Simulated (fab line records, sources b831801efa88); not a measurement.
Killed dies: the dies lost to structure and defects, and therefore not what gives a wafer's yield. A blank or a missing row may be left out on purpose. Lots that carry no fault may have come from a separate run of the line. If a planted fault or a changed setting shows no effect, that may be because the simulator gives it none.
Chamber matching -- flow sky130 -- SKY_CONTACT_CMP_04 on cmp-01: 4 sister chambers
The step polishes SiO2. 8 wafers are shown with their chamber, then 8 later ones without.

== WAFERS, EACH WITH ITS CHAMBER ==
wafer,chamber,motorCurrentA (A),timeToEndpointS (s)
L551.4,1,11.2,84
L551.5,0,11.8,83
L557.2,3,11.7,83
L557.3,0,12.6,81
L566.2,2,11.8,84
L566.3,1,11.5,85
L566.6,2,11.6,83
L567.1,3,11.6,84

== WAFERS WHOSE CHAMBER IS MISSING ==
wafer,motorCurrentA (A),timeToEndpointS (s)
L567.3,10.9,75
L567.5,12.1,79
L568.2,12.8,80
L568.3,11.1,85
L568.5,12.2,80
L569.1,11.7,87
L569.2,11.1,88
L569.3,12.4,88

== EACH ONE'S CHAMBER ==
wafer,from the rows above,in truth
L567.3,can't be placed: 0 or 3 or 2 or 1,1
L567.5,can't be placed: 0 or 2 or 3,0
L568.2,0,0
L568.3,can't be placed: 1 or 3 or 2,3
L568.5,can't be placed: 0 or 2 or 3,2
L569.1,can't be placed: 1 or 2 or 3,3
L569.2,can't be placed: 1 or 3 or 2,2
L569.3,can't be placed: 1 or 2 or 3 or 0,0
Correct placement for 1 of the 8. Cannot be placed on the basis of these rows: 7; the candidates contain the true chamber in 7. Placed wrongly: 0.
How it was worked out, from the rows above alone: a wafer's distance from a chamber is the root of the sum, over the readings, of the square of ((its reading less the chamber's mean) divided by the reading's scatter). The wafer belongs to the nearest chamber; if the next one is less than 2 further off, it can't be placed. A chamber's mean is the mean of its shown wafers. The scatter: take each reading less its chamber's mean, square it, sum over the shown wafers, divide by the number of wafers less the number of chambers, and take the root.
